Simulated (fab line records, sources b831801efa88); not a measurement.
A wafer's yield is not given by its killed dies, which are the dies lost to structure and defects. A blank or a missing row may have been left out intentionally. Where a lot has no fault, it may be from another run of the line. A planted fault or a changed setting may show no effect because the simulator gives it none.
fab line records	flow gf180mcu
[record] lots = 24	wafers = 72	last-day = 34
route steps=602 shown V1@337 M2@379 V2@397 M3@413 V4@491
lots untouched by any fault: they come from a run of this same line in which no faults occurred
start-h: hours from the record's first day to the start of the lot's first wafer shown	wait-h: how many hours have passed since the lot's step before this one	" repeats the value in the row above	L1.1+2: a single row standing in for several wafers	- value missing, or start not given	* or withheld: withheld	< > ~ a bound
route shown NAME@n: names a module that has steps shown in the file, with the first one's number in the route	usual: mean/standard deviation taken from wafers without a fault	same: alike in all rows	chamber/n: place in a boat	sites: per-site readings	_std_site: standard deviation across them	_edge_site: the outer-site mean with the inner-site mean subtracted	radius-mm: how far each site lies from the wafer's centre	mask NAME#n: copy n	behind: the last tool/chamber to shape the wafer	hold: why the lot went on hold/how many hours it stayed there/how the hold came to an end	device: whichever transistor did not switch (one of n, p or np)	end of line: the same wafers' tests at the end of the route	a step given without rows: its recipe and nothing more	killed: at the first sort, the dies lost to defects and structure; wafer yield is something else	map: per-die view of a wafer (x killed, . not killed, _ where there is no die)
set.NAME: the setting the step ran with; set.NAME@STEP: the setting that earlier step ran with	model.NAME: the simulator's own value behind a step, which no gauge read
the route's steps for a sample of lots (tables are steps, rows are wafers)
services: the hour from which a tool's chamber was out of use, counted from the record's first day as start-h (under 0 if before that day), plus the number of hours and why
[[steps]]
[step GF_V1_CVD_02]
[recipe] material = SiO2	target-thk-nm = 850	precursor = TEOS	temp-c = 400	time-s = 94.851	rf-w = 600
[usual] heater-power-w = 640/110
lot.wafer	tool	chamber	start-h	wait-h	heater-power-w
L074.3	pecvd-03	1	388.17	0.0	686
L074.5	"	2	"	"	906
L074.6	"	1	"	"	708
L075.3	pecvd-04	2	400.35	0.0	606
L075.4	"	1	"	"	587
L075.5	"	2	"	"	663
L076.1	pecvd-04	2	409.55	0.1	646
L076.5	"	2	"	"	676
L076.6	"	1	"	"	686
L077.1	pecvd-03	2	413.77	0.1	821
L077.5	"	0	"	"	357
L077.6	"	2	"	"	857
L078.1	pecvd-03	1	421.00	0.1	635
L078.3	"	0	"	"	426
L078.4	"	2	"	"	846
L079.1	pecvd-01	2	430.60	0.1	619
L079.4	"	2	"	"	659
L079.5	"	1	"	"	567
L080.1	pecvd-01	0	442.02	0.1	658
L080.5	"	2	"	"	547
L080.6	"	1	"	"	563
L081.1	pecvd-03	1	446.34	0.1	644
L081.4	"	0	"	"	426
L081.6	"	1	"	"	678
L082.4	pecvd-04	2	460.28	0.1	592
L082.5	"	1	"	"	564
L082.6	"	0	"	"	508
L083.1	pecvd-01	0	467.93	0.1	723
L083.2	"	2	"	"	565
L083.5	"	1	"	"	546
L084.1	pecvd-04	1	479.13	0.1	639
L084.3	"	0	"	"	636
L084.6	"	1	"	"	702
L085.1	pecvd-04	1	486.59	0.1	706
L085.4	"	0	"	"	629
L085.6	"	1	"	"	581
L086.3	pecvd-01	1	501.67	0.0	630
L086.5	"	1	"	"	672
L086.6	"	2	"	"	556
L087.1	pecvd-04	0	505.50	0.1	620
L087.3	"	2	"	"	727
L087.4	"	2	"	"	752
L088.1	pecvd-03	1	512.62	0.1	651
L088.2	"	2	"	"	845
L088.3	"	0	"	"	461
L089.1	pecvd-03	0	522.34	0.1	449
L089.2	"	2	"	"	828
L089.5	"	2	"	"	874
L090.2	pecvd-04	0	529.18	0.0	576
L090.3	"	1	"	"	660
L090.5	"	2	"	"	585
L091.4	pecvd-03	1	537.33	0.1	683
L091.5	"	2	"	"	792
L091.6	"	0	"	"	432
L092.2	pecvd-01	2	544.63	0.0	553
L092.3	"	1	"	"	606
L092.6	"	1	"	"	649
L093.3	pecvd-01	2	554.75	0.0	583
L093.4	"	0	"	"	634
L093.6	"	1	"	"	620
L094.3	pecvd-04	0	562.50	0.0	617
L094.4	"	1	"	"	699
L094.6	"	2	"	"	746
L095.3	pecvd-04	2	570.93	0.0	753
L095.4	"	2	"	"	597
L095.5	"	0	"	"	645
L096.2	pecvd-03	0	573.75	0.0	367
L096.3	"	1	"	"	660
L096.6	"	2	"	"	682
L097.2	pecvd-04	2	582.22	0.0	605
L097.4	"	0	"	"	521
L097.6	"	2	"	"	666
[step GF_M2_STRIP_17]
[recipe] chemistry = O2/N2	power-w = 1400	pressure-mtorr = 1500	platen-temp-c = 250	o2-flow-sccm = 3000	n2-flow-sccm = 300	overash-fraction = 0.5
[usual] drypump-motor-current-A = 5.7/0.53	heater-power-w = 370/26	o2-flow-sccm = 3000/9.1	oes-product-au = 0.537/0.0048	strip-time-to-endpoint-s = 7.36/0.061
lot.wafer	tool	chamber	start-h	wait-h	drypump-motor-current-A	heater-power-w	o2-flow-sccm	oes-product-au	rf-hours-counter-h	strip-time-to-endpoint-s
L074.3	plasma-asher-01	0	436.56	0.1	6.5	383	2994	0.536	-	7.31
L074.5	"	0	"	"	6.5	375	3003	0.537	-	7.31
L074.6	"	1	"	"	5.7	352	2997	0.535	-	7.36
L075.3	plasma-asher-01	0	449.36	0.1	6.5	376	2986	0.544	-	7.46
L075.4	"	1	"	"	5.7	351	2991	0.536	-	7.44
L075.5	"	0	"	"	6.5	379	3003	0.535	-	7.37
L076.1	plasma-asher-02	0	460.53	0.1	5.3	385	2998	0.536	68	7.40
L076.5	"	1	"	"	5.6	360	3007	0.532	-	7.30
L076.6	"	0	"	"	5.3	390	2997	0.543	-	7.40
L077.1	plasma-asher-01	1	465.38	0.1	5.7	363	2999	0.536	80	7.36
L077.5	"	1	"	"	5.7	349	3015	0.535	-	7.38
L077.6	"	0	"	"	6.5	380	3000	0.537	-	7.36
L078.1	plasma-asher-01	0	471.88	0.1	6.5	371	2991	0.536	81	7.37
L078.3	"	1	"	"	5.7	358	3009	0.536	-	7.40
L078.4	"	0	"	"	6.5	383	3004	0.540	-	7.44
L079.1	plasma-asher-01	1	482.18	0.1	5.7	361	3010	0.539	82	7.40
L079.4	"	1	"	"	5.6	353	2997	0.541	-	7.22
L079.5	"	1	"	"	5.7	346	2994	0.537	-	7.34
L080.1	plasma-asher-01	0	493.02	0.1	6.5	388	3014	0.538	83	7.38
L080.5	"	0	"	"	6.5	377	3014	0.535	-	7.34
L080.6	"	1	"	"	5.6	359	3000	0.527	-	7.37
L081.1	plasma-asher-01	1	497.42	0.1	5.7	351	3006	0.541	84	7.39
L081.4	"	0	"	"	6.5	376	3013	0.535	-	7.35
L081.6	"	1	"	"	5.7	363	3002	0.535	-	7.38
L082.4	plasma-asher-02	0	510.81	0.1	5.3	387	2997	0.537	-	7.43
L082.5	"	0	"	"	5.3	381	2986	0.547	-	7.43
L082.6	"	1	"	"	5.6	361	2989	0.547	-	7.41
L083.1	plasma-asher-03	1	518.32	0.1	5.7	315	3008	0.536	44	7.40
L083.2	"	0	"	"	4.7	427	3003	0.537	44	7.44
L083.5	"	0	"	"	4.7	435	3011	0.540	-	7.40
L084.1	plasma-asher-02	0	528.78	0.1	5.2	393	3012	0.539	75	7.31
L084.3	"	0	"	"	5.3	383	2994	0.529	-	7.31
L084.6	"	0	"	"	5.2	391	3000	0.534	-	7.35
L085.1	plasma-asher-02	0	534.97	0.1	5.2	375	2999	0.541	75	7.38
L085.4	"	0	"	"	5.3	393	3020	0.525	-	7.33
L085.6	"	0	"	"	5.3	383	2991	0.540	-	7.36
L086.3	plasma-asher-03	1	550.89	0.2	5.7	323	3019	0.535	-	7.44
L086.5	"	0	"	"	4.7	421	3000	0.543	-	7.47
L086.6	"	1	"	"	5.7	320	3020	0.545	-	7.45
L087.1	plasma-asher-02	1	553.38	0.1	5.6	365	2986	0.540	77	7.41
L087.3	"	1	"	"	5.6	364	2996	0.534	-	7.42
L087.4	"	0	"	"	5.3	386	3003	0.536	-	7.42
L088.1	plasma-asher-03	1	560.62	0.1	5.7	319	3001	0.546	48	7.39
L088.2	"	0	"	"	4.7	429	2995	0.538	48	7.42
L088.3	"	1	"	"	5.7	316	2991	0.533	-	7.37
L089.1	plasma-asher-01	1	568.86	0.2	5.6	356	2985	0.533	91	7.27
L089.2	"	0	"	"	6.5	371	2994	0.536	91	7.35
L089.5	"	1	"	"	5.6	359	3004	0.528	-	7.29
L090.2	plasma-asher-01	1	575.47	0.1	5.7	363	3003	0.536	91	7.40
L090.3	"	0	"	"	6.5	377	2987	0.546	-	7.39
L090.5	"	0	"	"	6.5	370	2984	0.539	-	7.39
L091.4	plasma-asher-03	0	584.66	0.1	4.7	433	3003	0.530	-	7.41
L091.5	"	0	"	"	4.7	434	2997	0.535	-	7.39
L091.6	"	1	"	"	5.7	314	2995	0.536	-	7.42
L092.2	plasma-asher-01	1	590.97	0.1	5.7	356	3004	0.538	93	7.42
L092.3	"	0	"	"	6.5	377	3017	0.541	-	7.38
L092.6	"	1	"	"	5.6	356	3018	0.543	-	7.42
L093.3	plasma-asher-02	1	600.51	0.1	5.6	353	3002	0.544	-	7.26
L093.4	"	0	"	"	5.3	376	2993	0.526	-	7.32
L093.6	"	0	"	"	5.3	391	2998	0.531	-	7.35
L094.3	plasma-asher-02	1	608.06	0.1	5.6	369	2998	0.535	-	7.28
L094.4	"	0	"	"	5.3	378	2997	0.532	-	7.36
L094.6	"	1	"	"	5.6	368	3005	0.531	-	7.30
L095.3	plasma-asher-02	0	614.86	0.1	5.3	380	2993	0.537	-	7.40
L095.4	"	1	"	"	5.6	361	3016	0.540	-	7.40
L095.5	"	0	"	"	5.2	383	3009	0.539	-	7.41
L096.2	plasma-asher-01	1	618.03	0.1	5.6	350	2996	0.528	96	7.23
L096.3	"	0	"	"	6.5	376	2993	0.532	-	7.26
L096.6	"	1	"	"	5.7	354	3004	0.529	-	7.26
L097.2	plasma-asher-01	0	625.47	0.1	6.5	385	3003	0.544	97	7.42
L097.4	"	0	"	"	6.5	374	2993	0.538	-	7.40
L097.6	"	0	"	"	6.5	373	2988	0.538	-	7.37
[step GF_V2_OVL_MEAS_15]
[usual] V2_OVL = -1/4.8
lot.wafer	tool	chamber	start-h	wait-h	V2_OVL[nm]
L074.3	overlay-02	-	461.87	0.1	-3
L074.5	"	-	"	"	-9
L074.6	"	-	"	"	-6
L075.3	overlay-02	-	475.47	0.1	4
L075.4	"	-	"	"	5
L075.5	"	-	"	"	5
L076.1	overlay-01	-	486.21	0.1	7
L076.5	"	-	"	"	1
L076.6	"	-	"	"	3
L077.1	overlay-02	-	491.65	0.1	-3
L077.5	"	-	"	"	-2
L077.6	"	-	"	"	-2
L078.1	overlay-02	-	497.70	0.1	11
L078.3	"	-	"	"	2
L078.4	"	-	"	"	5
L079.1	overlay-01	-	507.05	0.1	-2
L079.4	"	-	"	"	6
L079.5	"	-	"	"	2
L080.1	overlay-01	-	517.87	0.1	-3
L080.5	"	-	"	"	-3
L080.6	"	-	"	"	-5
L081.1	overlay-02	-	521.62	0.1	-4
L081.4	"	-	"	"	-8
L081.6	"	-	"	"	-3
L082.4	overlay-02	-	535.16	0.1	6
L082.5	"	-	"	"	-6
L082.6	"	-	"	"	-1
L083.1	overlay-02	-	542.07	0.1	3
L083.2	"	-	"	"	1
L083.5	"	-	"	"	-2
L084.1	overlay-01	-	552.38	0.1	3
L084.3	"	-	"	"	3
L084.6	"	-	"	"	0
L085.1	overlay-02	-	558.35	0.1	2
L085.4	"	-	"	"	-1
L085.6	"	-	"	"	-2
L086.3	overlay-01	-	573.77	0.1	-9
L086.5	"	-	"	"	-4
L086.6	"	-	"	"	-6
L087.1	overlay-01	-	576.90	0.1	-2
L087.3	"	-	"	"	-6
L087.4	"	-	"	"	-8
L088.1	overlay-01	-	584.11	0.1	6
L088.2	"	-	"	"	0
L088.3	"	-	"	"	3
L089.1	overlay-01	-	592.17	0.1	0
L089.2	"	-	"	"	-4
L089.5	"	-	"	"	7
L090.2	overlay-01	-	597.87	0.1	4
L090.3	"	-	"	"	1
L090.5	"	-	"	"	1
L091.4	overlay-01	-	607.38	0.1	0
L091.5	"	-	"	"	-8
L091.6	"	-	"	"	-4
L092.2	overlay-02	-	613.24	0.1	-5
L092.3	"	-	"	"	-5
L092.6	"	-	"	"	-3
L093.3	overlay-02	-	622.46	0.1	4
L093.4	"	-	"	"	2
L093.6	"	-	"	"	-2
L094.3	overlay-02	-	629.82	0.1	1
L094.4	"	-	"	"	6
L094.6	"	-	"	"	3
L095.3	overlay-02	-	637.18	0.1	-7
L095.4	"	-	"	"	-8
L095.5	"	-	"	"	-5
L096.2	overlay-02	-	639.10	0.1	-7
L096.3	"	-	"	"	1
L096.6	"	-	"	"	0
L097.2	overlay-01	-	647.25	0.1	-8
L097.4	"	-	"	"	-5
L097.6	"	-	"	"	-9
[step GF_V2_SPUTTER_21]
[recipe] material = Ti	target-thk-nm = 15	chamber-pressure-pa = 5	power-w = 2500	substrate-temp-c = 200	time-s = 80.02
[usual] throttle-valve-pct = 30.0/0.85
lot.wafer	tool	chamber	start-h	wait-h	throttle-valve-pct
L074.3	pvd-sputter-03	-	462.59	0.0	28.9
L074.5	"	-	"	"	29.0
L074.6	"	-	"	"	29.6
L075.3	pvd-sputter-03	-	476.17	0.0	30.3
L075.4	"	-	"	"	29.9
L075.5	"	-	"	"	29.9
L076.1	pvd-sputter-02	-	486.91	0.0	30.4
L076.5	"	-	"	"	29.3
L076.6	"	-	"	"	30.1
L077.1	pvd-sputter-02	-	492.34	0.0	29.9
L077.5	"	-	"	"	29.5
L077.6	"	-	"	"	30.1
L078.1	pvd-sputter-02	-	498.43	0.0	30.5
L078.3	"	-	"	"	32.4
L078.4	"	-	"	"	29.4
L079.1	pvd-sputter-03	-	507.74	0.0	29.7
L079.4	"	-	"	"	29.2
L079.5	"	-	"	"	29.5
L080.1	pvd-sputter-04	-	518.60	0.0	29.2
L080.5	"	-	"	"	30.0
L080.6	"	-	"	"	30.1
L081.1	pvd-sputter-02	-	522.31	0.0	30.4
L081.4	"	-	"	"	29.2
L081.6	"	-	"	"	32.6
L082.4	pvd-sputter-04	-	535.84	0.0	30.2
L082.5	"	-	"	"	30.3
L082.6	"	-	"	"	29.4
L083.1	pvd-sputter-04	-	542.77	0.0	30.3
L083.2	"	-	"	"	29.5
L083.5	"	-	"	"	29.4
L084.1	pvd-sputter-02	-	553.08	0.0	29.2
L084.3	"	-	"	"	32.5
L084.6	"	-	"	"	32.5
L085.1	pvd-sputter-03	-	559.04	0.0	30.0
L085.4	"	-	"	"	30.0
L085.6	"	-	"	"	30.0
L086.3	pvd-sputter-03	-	574.57	0.0	29.0
L086.5	"	-	"	"	29.0
L086.6	"	-	"	"	30.2
L087.1	pvd-sputter-02	-	578.00	0.0	30.2
L087.3	"	-	"	"	29.5
L087.4	"	-	"	"	32.9
L088.1	pvd-sputter-04	-	584.81	0.0	30.0
L088.2	"	-	"	"	30.2
L088.3	"	-	"	"	29.3
L089.1	pvd-sputter-04	-	592.86	0.0	29.7
L089.2	"	-	"	"	30.3
L089.5	"	-	"	"	30.1
L090.2	pvd-sputter-04	-	598.59	0.0	30.1
L090.3	"	-	"	"	30.4
L090.5	"	-	"	"	30.0
L091.4	pvd-sputter-04	-	608.07	0.0	29.9
L091.5	"	-	"	"	30.2
L091.6	"	-	"	"	29.8
L092.2	pvd-sputter-03	-	613.97	0.0	28.9
L092.3	"	-	"	"	30.2
L092.6	"	-	"	"	29.7
L093.3	pvd-sputter-04	-	623.14	0.0	30.1
L093.4	"	-	"	"	30.2
L093.6	"	-	"	"	30.5
L094.3	pvd-sputter-03	-	630.51	0.0	30.3
L094.4	"	-	"	"	29.7
L094.6	"	-	"	"	29.0
L095.3	pvd-sputter-03	-	637.90	0.0	30.1
L095.4	"	-	"	"	29.1
L095.5	"	-	"	"	29.6
L096.2	pvd-sputter-02	-	639.83	0.0	30.1
L096.3	"	-	"	"	29.3
L096.6	"	-	"	"	29.5
L097.2	pvd-sputter-02	-	647.94	0.0	29.2
L097.4	"	-	"	"	29.8
L097.6	"	-	"	"	29.2
[step GF_M3_SPUTTER_04]
[recipe] material = TiN	target-thk-nm = 50	power-w = 6500	time-s = 41.7	chamber-pressure-pa = 0.4
[usual] throttle-valve-pct = 29.8/0.49
lot.wafer	tool	chamber	start-h	wait-h	throttle-valve-pct
L074.3	pvd-sputter-04	-	463.46	0.0	30.0
L074.5	"	-	"	"	30.0
L074.6	"	-	"	"	30.5
L075.3	pvd-sputter-04	-	477.04	0.0	30.0
L075.4	"	-	"	"	29.4
L075.5	"	-	"	"	29.9
L076.1	pvd-sputter-03	-	487.78	0.0	29.0
L076.5	"	-	"	"	29.4
L076.6	"	-	"	"	30.2
L077.1	pvd-sputter-04	-	493.22	0.0	29.8
L077.5	"	-	"	"	30.2
L077.6	"	-	"	"	30.3
L078.1	pvd-sputter-04	-	499.32	0.0	30.5
L078.3	"	-	"	"	29.8
L078.4	"	-	"	"	30.2
L079.1	pvd-sputter-01	-	508.62	0.0	29.3
L079.4	"	-	"	"	29.5
L079.5	"	-	"	"	29.6
L080.1	pvd-sputter-01	-	519.47	0.0	29.4
L080.5	"	-	"	"	31.2
L080.6	"	-	"	"	29.3
L081.1	pvd-sputter-04	-	523.19	0.0	30.3
L081.4	"	-	"	"	29.9
L081.6	"	-	"	"	29.7
L082.4	pvd-sputter-03	-	536.72	0.0	30.0
L082.5	"	-	"	"	29.5
L082.6	"	-	"	"	30.3
L083.1	pvd-sputter-01	-	543.65	0.0	29.3
L083.2	"	-	"	"	31.1
L083.5	"	-	"	"	30.8
L084.1	pvd-sputter-04	-	553.95	0.0	29.6
L084.3	"	-	"	"	30.0
L084.6	"	-	"	"	30.0
L085.1	pvd-sputter-03	-	559.92	0.0	30.0
L085.4	"	-	"	"	29.2
L085.6	"	-	"	"	29.6
L086.3	pvd-sputter-01	-	575.44	0.0	31.1
L086.5	"	-	"	"	29.3
L086.6	"	-	"	"	29.7
L087.1	pvd-sputter-03	-	578.87	0.0	29.0
L087.3	"	-	"	"	29.9
L087.4	"	-	"	"	30.0
L088.1	pvd-sputter-04	-	585.68	0.0	29.4
L088.2	"	-	"	"	30.0
L088.3	"	-	"	"	30.3
L089.1	pvd-sputter-03	-	593.74	0.0	29.7
L089.2	"	-	"	"	29.9
L089.5	"	-	"	"	30.0
L090.2	pvd-sputter-03	-	599.47	0.0	30.1
L090.3	"	-	"	"	29.8
L090.5	"	-	"	"	29.7
L091.4	pvd-sputter-03	-	608.94	0.0	29.5
L091.5	"	-	"	"	29.9
L091.6	"	-	"	"	28.9
L092.2	pvd-sputter-04	-	614.84	0.0	29.5
L092.3	"	-	"	"	29.8
L092.6	"	-	"	"	30.2
L093.3	pvd-sputter-03	-	624.02	0.0	30.1
L093.4	"	-	"	"	29.5
L093.6	"	-	"	"	30.2
L094.3	pvd-sputter-03	-	631.75	0.0	29.7
L094.4	"	-	"	"	29.7
L094.6	"	-	"	"	29.2
L095.3	pvd-sputter-04	-	638.78	0.0	29.8
L095.4	"	-	"	"	30.2
L095.5	"	-	"	"	29.3
L096.2	pvd-sputter-01	-	640.71	0.0	29.7
L096.3	"	-	"	"	31.1
L096.6	"	-	"	"	30.9
L097.2	pvd-sputter-01	-	648.82	0.0	29.6
L097.4	"	-	"	"	31.3
L097.6	"	-	"	"	29.4
[step GF_V4_OVL_MEAS_15]
[usual] V4_OVL = -4/5.6
lot.wafer	tool	chamber	start-h	wait-h	V4_OVL[nm]
L074.3	overlay-02	-	561.82	0.1	1
L074.5	"	-	"	"	-2
L074.6	"	-	"	"	3
L075.3	overlay-02	-	574.88	0.1	-15
L075.4	"	-	"	"	-11
L075.5	"	-	"	"	-9
L076.1	overlay-01	-	583.30	0.1	2
L076.5	"	-	"	"	-4
L076.6	"	-	"	"	-3
L077.1	overlay-02	-	586.62	0.1	0
L077.5	"	-	"	"	-1
L077.6	"	-	"	"	-4
L078.1	overlay-01	-	592.52	0.1	-6
L078.3	"	-	"	"	-2
L078.4	"	-	"	"	-2
L079.1	overlay-02	-	601.92	0.1	-5
L079.4	"	-	"	"	1
L079.5	"	-	"	"	-3
L080.1	overlay-01	-	612.26	0.1	-6
L080.5	"	-	"	"	-8
L080.6	"	-	"	"	2
L081.1	overlay-01	-	614.14	0.1	4
L081.4	"	-	"	"	-1
L081.6	"	-	"	"	4
L082.4	overlay-02	-	628.31	0.1	-5
L082.5	"	-	"	"	0
L082.6	"	-	"	"	-10
L083.1	overlay-02	-	633.46	0.1	1
L083.2	"	-	"	"	-8
L083.5	"	-	"	"	-2
L084.1	overlay-01	-	642.96	0.1	-1
L084.3	"	-	"	"	-12
L084.6	"	-	"	"	-2
L085.1	overlay-02	-	648.21	0.1	-5
L085.4	"	-	"	"	1
L085.6	"	-	"	"	0
L086.3	overlay-01	-	660.78	0.1	1
L086.5	"	-	"	"	-5
L086.6	"	-	"	"	4
L087.1	overlay-01	-	666.34	0.1	-7
L087.3	"	-	"	"	-9
L087.4	"	-	"	"	-11
L088.1	overlay-02	-	672.26	0.1	4
L088.2	"	-	"	"	2
L088.3	"	-	"	"	-2
L089.1	overlay-02	-	678.76	0.1	3
L089.2	"	-	"	"	0
L089.5	"	-	"	"	-10
L090.2	overlay-02	-	684.98	0.1	3
L090.3	"	-	"	"	1
L090.5	"	-	"	"	-3
L091.4	overlay-01	-	692.98	0.1	-13
L091.5	"	-	"	"	-8
L091.6	"	-	"	"	-7
L092.2	overlay-02	-	698.22	0.1	-6
L092.3	"	-	"	"	-6
L092.6	"	-	"	"	-9
L093.3	overlay-02	-	706.47	0.1	-3
L093.4	"	-	"	"	-4
L093.6	"	-	"	"	-8
L094.3	overlay-01	-	713.12	0.1	-3
L094.4	"	-	"	"	-8
L094.6	"	-	"	"	-13
L095.3	overlay-01	-	719.92	0.1	-1
L095.4	"	-	"	"	-7
L095.5	"	-	"	"	-3
L096.2	overlay-02	-	721.12	0.1	-13
L096.3	"	-	"	"	-15
L096.6	"	-	"	"	-11
L097.2	overlay-02	-	728.62	0.1	2
L097.4	"	-	"	"	1
L097.6	"	-	"	"	-7
[[services]]
tool	chamber	start-h	hours	kind
plasma-asher-02	-	378.81	2.8	pm
pecvd-01	0	384.37	7.8	repair
plasma-asher-03	-	393.64	0.6	repair
plasma-asher-01	-	394.80	28.1	pm
pvd-sputter-01	-	438.59	1.9	repair
pvd-sputter-03	0	447.28	-	consumable-replace:kit
pvd-sputter-03	0	447.28	18.0	scheduled-down
pvd-sputter-03	0	447.28	18.0	vent-cycle
pvd-sputter-03	-	453.78	8.7	repair
pecvd-01	-	471.45	4.3	pm
plasma-asher-01	-	523.85	4.6	repair
pvd-sputter-02	-	528.37	8.7	repair
pvd-sputter-03	-	541.97	1.4	repair
plasma-asher-03	-	551.83	2.2	repair
pecvd-03	-	552.59	0.6	repair
pvd-sputter-04	2	552.71	-	consumable-replace:kit
pvd-sputter-03	-	560.40	1.4	repair
pvd-sputter-02	-	568.85	2.3	repair
plasma-asher-02	-	572.16	14.6	pm
pecvd-03	-	578.36	3.3	repair
pecvd-04	-	591.12	14.0	pm
plasma-asher-03	-	600.71	1.3	repair
pecvd-04	-	624.91	2.8	pm
pecvd-03	-	639.47	5.5	pm
[[key]]
fault none
